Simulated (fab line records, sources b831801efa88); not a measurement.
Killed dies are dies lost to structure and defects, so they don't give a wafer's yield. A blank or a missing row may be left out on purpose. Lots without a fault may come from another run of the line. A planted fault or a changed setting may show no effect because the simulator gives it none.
A struck lot beside a sound one | flow sky130 | 34 steps out of a route of 708
Sound: wafers L574.1, L574.3, L574.5. Struck: wafers L586.1, L586.3, L586.6. The cause comes at the end.
At each step with rows: each side's tool, then ch and its chambers, then its first start. Under that, the readings that differ: sound wafers | struck wafers | difference of the means | sigmas: that difference in standard deviations of wafers without a fault.
alike: readings whose means differ by less than 2 such deviations, and words and numbers that are the same on both sides. not compared: withheld readings, readings that some wafer has no value for, bounds like >300 that may hide the same value, and numbers for which the record gives no deviation and whose values overlap.
The two part at a step that has a row with sigmas, a row that says differs or no value, or rows on one side only. Numbers that don't overlap but have no deviation are shown without sigmas and don't part them. A reading that every wafer of one side lacks parts them only if that side has two wafers or more.

first, 9 steps without rows for these wafers: SKY_VIA2_DEHYDRATE_04 (time 60 s); SKY_VIA2_HMDS_05 (prime time 60 s); SKY_VIA2_COAT_06 (resist thk 60 nm); SKY_VIA2_COAT_07 (resist thk 450 nm); SKY_VIA2_SOFTBAKE_08 (time 90 s); SKY_VIA2_EXPOSE_09 (exposes mask VIM2, target cd 200 nm); SKY_VIA2_PEB_10; SKY_VIA2_DEVELOP_11 (develop time 60 s); SKY_VIA2_ETCH_14 (etches BARC in N2/H2, stops on SiO2, time 45.9 s, target depth 60 nm).
SKY_VIA2_ETCH_15: etches SiO2 in C4F8/O2/Ar, stops on TiN, target depth 546 nm, time 84 s.
  sound on rie_diel-04 ch 1,2, day 37 01:11; struck on rie_diel-04 ch 1,3, day 40 14:16
  alike: oes_product_au
  not compared: rf_hours_counter_h
then, 23 steps without rows for these wafers: SKY_VIA2_STRIP_16 (strips in O2/N2); SKY_VIA2_STRIP_17 (strips in post etch residue remover, time 1200 s); SKY_VIA2_CLEAN_18 (cleans in IPA, time 180 s); SKY_VIA2_CLEAN_19 (cleans in O3/DIW); SKY_VIA2_SPUTTER_20 (material TiN, target thk 20 nm, time 80 s); SKY_VIA2_CVD_21 (deposits W, target thk 420 nm, time 126.4 s); SKY_VIA2_CMP_24 (polishes, stops on SiO2, t overpolish 20 s, target thk 0 nm); SKY_METAL3_SPUTTER_00 (material Ti, target thk 15 nm, time 10 s); SKY_METAL3_SPUTTER_01 (material TiN, target thk 20 nm, time 16.7 s); SKY_METAL3_SPUTTER_02 (material AlCu, target thk 735 nm, time 39.1 s); SKY_METAL3_SPUTTER_03 (material Ti, target thk 5 nm, time 3.3 s); SKY_METAL3_SPUTTER_04 (material TiN, target thk 70 nm, time 58.3 s); SKY_CAPM_CVD_00 (deposits SiO2, target thk 15.5 nm); SKY_CAPM_SPUTTER_02 (material TiN, target thk 200 nm, time 166.7 s); SKY_CAPM_DEHYDRATE_05 (time 60 s); SKY_CAPM_HMDS_06 (prime time 60 s); SKY_CAPM_COAT_07 (resist thk 1140 nm); SKY_CAPM_SOFTBAKE_08 (time 60 s); SKY_CAPM_EXPOSE_09 (exposes mask CAPM, target cd 1000 nm); SKY_CAPM_PEB_10; SKY_CAPM_DEVELOP_11 (develop time 60 s); SKY_CAPM_METAL_ETCH_13 (etches TiN in Cl2/BCl3, stops on SiO2, target depth 220 nm, time 62.9 s); SKY_CAPM_STRIP_14 (strips in O2/N2).
-- the record jumps here: 9 days lie between the struck wafers' starts before and after (it left off in module CAPM and takes up again in module PAD_OPEN, whose first step shown is number 708 of the route) --
SKY_PAD_OPEN_PROBE_99:
  sound on prober-01, day 46 10:41; struck on prober-02, day 49 04:33
  reading                               | sound             | struck            | difference | sigmas
  defect_limited_yield (%)              | 82.7 83.1 85.8    | 75.4 76.8 74.8    | -8.2       | -4
  killed_at_M0_to_M3                    | 48 44 41          | 70 72 86          | +32        | +4
  killed_dies                           | 85 83 70          | 121 114 124       | +40        | +4
  sort_bin_3_pad_short (%)              | 1.4 0 0.2         | 3.5 2.6 4.5       | +3.0       | +7
  sort_bin_5_function (%)               | 11.6 11.2 10.0    | 14.6 13.6 14.6    | +3.3       | +2
  sort_n_pass                           | 407 409 422       | 371 378 368       | -40        | -4
  sort_yield_pct (%)                    | 82.7 83.1 85.8    | 75.4 76.8 74.8    | -8.2       | -4
  model.etest.tester.sort_n_pass        | 407 409 422       | 371 378 368       | -40        |
  model.etest.tester.sort_yield_pct (%) | 82.72 83.13 85.77 | 75.41 76.83 74.8  | -8.19      |
  model.etest.tester.sort_bin_5_pct (%) | 11.59 11.18 9.959 | 14.63 13.62 14.63 | +3.38      |
  model.etest.tester.sort_bin_3_pct (%) | 1.423 0 0.2033    | 3.455 2.642 4.472 | +2.981     |
  alike: killed_at_M4_up, killed_at_contacts, killed_at_front_end, killed_at_other, killed_open, killed_short, sort_bin_6_memory

WHERE THEY PART
Only at SKY_PAD_OPEN_PROBE_99, within this record.

WHY: what the simulator had put in
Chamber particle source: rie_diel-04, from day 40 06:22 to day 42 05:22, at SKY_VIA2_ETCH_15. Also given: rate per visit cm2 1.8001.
